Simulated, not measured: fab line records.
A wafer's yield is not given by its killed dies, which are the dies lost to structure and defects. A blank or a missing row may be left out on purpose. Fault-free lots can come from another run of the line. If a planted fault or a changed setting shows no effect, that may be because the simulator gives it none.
Which of the tools did it? -- flow sky130 -- 12 lots with 36 wafers sampled at 5 steps, on a route of 708 steps

WHAT THE GAUGES READ, wafer by wafer
SKY_VT_ADJUST_HVTP_OVL_MEAS_08.
lot,measured,on,VT_ADJUST_HVTP_OVL (nm)
L737,day 6 14:19,overlay-02,-3.7 -2.1 -3.6
L738,day 6 21:56,overlay-01,-2.1 -1.6 -3.9
L739,day 6 22:14,overlay-02,-1.5 -3.1 -3.4
L740,day 7 06:25,overlay-02,-2.7 -1.6 -2.4
L741,day 7 10:54,overlay-01,0.0 -0.6 -1.5
L746,day 8 19:28,overlay-01,-0.4 0.1 -2.4
L751,day 10 03:20,overlay-02,-0.9 -0.4 -1.9
L752,day 10 10:14,overlay-02,-1.5 -0.5 -2.2
L753,day 10 14:28,overlay-01,-1.7 -2.6 -3.0
L757,day 11 21:05,overlay-01,-1.8 -0.4 -0.5
L758,day 12 00:34,overlay-01,-0.9 0.0 -0.5
L759,day 12 08:50,overlay-02,-1.5 -2.2 -1.2

SKY_VT_ADJUST_NCORE_TW_MEAS_11.
lot,measured,on,VT_ADJUST_NCORE_TW
L737,day 9 03:16,film_metro-01,217.5 217.5 217.3
L738,day 9 12:17,film_metro-02,218.0 217.3 217.1
L739,day 9 12:58,film_metro-04,220.7 222.3 221.6
L740,day 9 22:35,film_metro-02,217.7 217.3 217.9
L741,day 10 02:36,film_metro-02,216.9 216.5 218.0
L746,day 11 16:29,film_metro-02,218.2 218.0 217.2
L751,day 13 02:21,film_metro-04,221.8 223.0 221.9
L752,day 13 11:14,film_metro-02,222.8 222.8 222.8
L753,day 13 14:39,film_metro-01,222.7 222.3 222.4
L757,day 15 01:00,film_metro-01,217.8 217.8 217.1
L758,day 15 05:50,film_metro-02,218.2 218.8 218.5
L759,day 15 14:12,film_metro-04,221.4 221.6 220.8

SKY_VT_ADJUST_HVTR_CD_MEAS_07 targets a cd of 380 nm.
lot,measured,on,cd_nm (nm)
L737,day 10 01:41,cd_sem-01,381.3 380.1 377.0
L738,day 10 10:55,cd_sem-02,377.2 380.5 380.0
L739,day 10 11:14,cd_sem-02,374.8 376.6 374.8
L740,day 10 21:23,cd_sem-01,379.0 377.6 376.6
L741,day 11 00:46,cd_sem-02,380.3 379.2 378.6
L746,day 12 15:55,cd_sem-01,380.3 381.0 379.6
L751,day 14 04:02,cd_sem-01,383.1 382.6 383.8
L752,day 14 13:13,cd_sem-01,379.6 379.7 378.6
L753,day 14 17:36,cd_sem-02,382.3 380.7 381.6
L757,day 16 03:10,cd_sem-01,379.0 379.7 381.3
L758,day 16 08:25,cd_sem-02,380.6 380.7 379.0
L759,day 16 17:12,cd_sem-02,380.8 379.6 379.4

WHICH TOOL RAN EACH LOT (tool, then ch and the chambers of the sampled wafers, then the start)
lot,SKY_VT_ADJUST_LVTN_STRIP_20,SKY_VT_ADJUST_NCORE_IMPLANT_09
L737,"plasma_asher-01 ch 1, day 8 06:02","implanter-01 ch 0, day 9 03:02"
L738,"plasma_asher-04 ch 0,1, day 8 14:25","implanter-03 ch 0, day 9 12:04"
L739,"plasma_asher-03 ch 0,1, day 8 14:54","implanter-01 ch 0, day 9 12:43"
L740,"plasma_asher-01 ch 1, day 9 00:16","implanter-03 ch 0, day 9 22:22"
L741,"plasma_asher-04 ch 0,1, day 9 04:16","implanter-01 ch 0, day 10 02:21"
L746,"plasma_asher-01 ch 0,1, day 10 16:13","implanter-01 ch 0, day 11 16:14"
L751,"plasma_asher-01 ch 0, day 12 01:53","implanter-03 ch 0, day 13 02:06"
L752,"plasma_asher-01 ch 0,1, day 12 10:40","implanter-01 ch 0, day 13 11:01"
L753,"plasma_asher-01 ch 0,1, day 12 13:44","implanter-01 ch 0, day 13 14:26"
L757,"plasma_asher-03 ch 0,1, day 13 22:52","implanter-03 ch 0, day 15 00:45"
L758,"plasma_asher-01 ch 0,1, day 14 02:55","implanter-03 ch 0, day 15 05:37"
L759,"plasma_asher-01 ch 0,1, day 14 11:48","implanter-03 ch 0, day 15 13:59"
- SKY_VT_ADJUST_LVTN_STRIP_20: strips in O2/N2.
- SKY_VT_ADJUST_NCORE_IMPLANT_09

AS READ BY THE TOOLS THEMSELVES (means over the sampled wafers that have a number; for cases with no such wafer, the mark the record gives instead)
SKY_VT_ADJUST_LVTN_STRIP_20.
lot,tool,drypump_motor_current_A (A),oes_product_au (a.u.),strip_time_to_endpoint_s (s)
L737,plasma_asher-01,5.3,0.711,14.18
L738,plasma_asher-04,5.3,0.721,14.12
L739,plasma_asher-03,5.9,0.710,14.15
L740,plasma_asher-01,5.3,0.717,14.11
L741,plasma_asher-04,5.1,0.717,14.27
L746,plasma_asher-01,5.4,0.717,14.23
L751,plasma_asher-01,5.4,0.711,14.26
L752,plasma_asher-01,5.3,0.713,14.21
L753,plasma_asher-01,5.4,0.720,14.23
L757,plasma_asher-03,5.6,0.714,14.16
L758,plasma_asher-01,5.3,0.714,14.20
L759,plasma_asher-01,5.4,0.713,14.15

SKY_VT_ADJUST_NCORE_IMPLANT_09.
lot,tool,beam_energy_keV,beam_on_s (s),end_station_pressure_torr (Torr),faraday_current_uA
L737,implanter-01,10.002,9.89,5.16e-06,13.68
L738,implanter-03,10.003,9.98,5.04e-06,13.60
L739,implanter-01,10.001,9.93,4.89e-06,13.64
L740,implanter-03,10.003,10.16,5.13e-06,13.34
L741,implanter-01,10.004,9.93,5.10e-06,13.61
L746,implanter-01,10.001,10.18,5.22e-06,13.30
L751,implanter-03,9.998,10.03,5.36e-06,13.46
L752,implanter-01,9.999,10.84,6.01e-05,12.07
L753,implanter-01,9.999,10.77,6.37e-05,12.11
L757,implanter-03,10.003,9.98,5.21e-06,13.60
L758,implanter-03,10.002,9.95,5.02e-06,13.60
L759,implanter-03,10.004,9.90,4.95e-06,13.66

THE ANSWER, worked out from the rows above alone
Rule: the usual values come from the lots themselves. The widest of any qualifying gaps counts: lots, ordered by their means at a reading, are off when they make up no more than a third of the lots, leave a main group of 4 or more, and stand apart from it by 3 or more times the standard deviation of that group's means. Not used: any main group whose means are identical at the precision the tables above print for the reading. A lot without any number at a reading at which 4 lots or more have one is off too. All remaining lots with rows at the step are treated as sound. The gauges are gone through in route order, then the tools' own readings, and for those a lot's mean is taken as printed above. The first step at which some lot is off is used, and at that step the reading that is off furthest; a lot without a number counts as furthest.
Off: L752, L753, at SKY_VT_ADJUST_NCORE_IMPLANT_09 (end_station_pressure_torr). The main group has a mean of 5.11e-06 Torr with a standard deviation of 1.3e-07.
A tool fits if, at that step or a process step before it, it ran every lot that is off, and no sound lot after the first of them. One candidate fits, namely implanter-01 at SKY_VT_ADJUST_NCORE_IMPLANT_09. A fault onset in the window from L746 (day 11 16:14, its last sound lot) to L752 (day 13 11:01, its first lot off) fits.
The tool's own readings at SKY_VT_ADJUST_NCORE_IMPLANT_09 bear it out: on the lots that are off they differ by more than 5 times the standard deviation of the sound lots' means. beam_on_s reads 10.80 s there against 9.99 s on the sound lots; end_station_pressure_torr reads 6.19e-05 Torr there against 5.11e-06 Torr on the sound lots; faraday_current_uA reads 12.09 there against 13.55 on the sound lots.

WHAT THE SIMULATOR HAD PUT IN
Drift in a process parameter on implanter-01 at SKY_VT_ADJUST_NCORE_IMPLANT_09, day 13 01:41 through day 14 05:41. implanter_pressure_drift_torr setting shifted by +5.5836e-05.
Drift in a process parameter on implanter-01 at SKY_VT_ADJUST_NCORE_IMPLANT_09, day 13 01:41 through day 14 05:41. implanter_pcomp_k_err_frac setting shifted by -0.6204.
Struck lots among those shown: L752, L753. The rule above found the same.
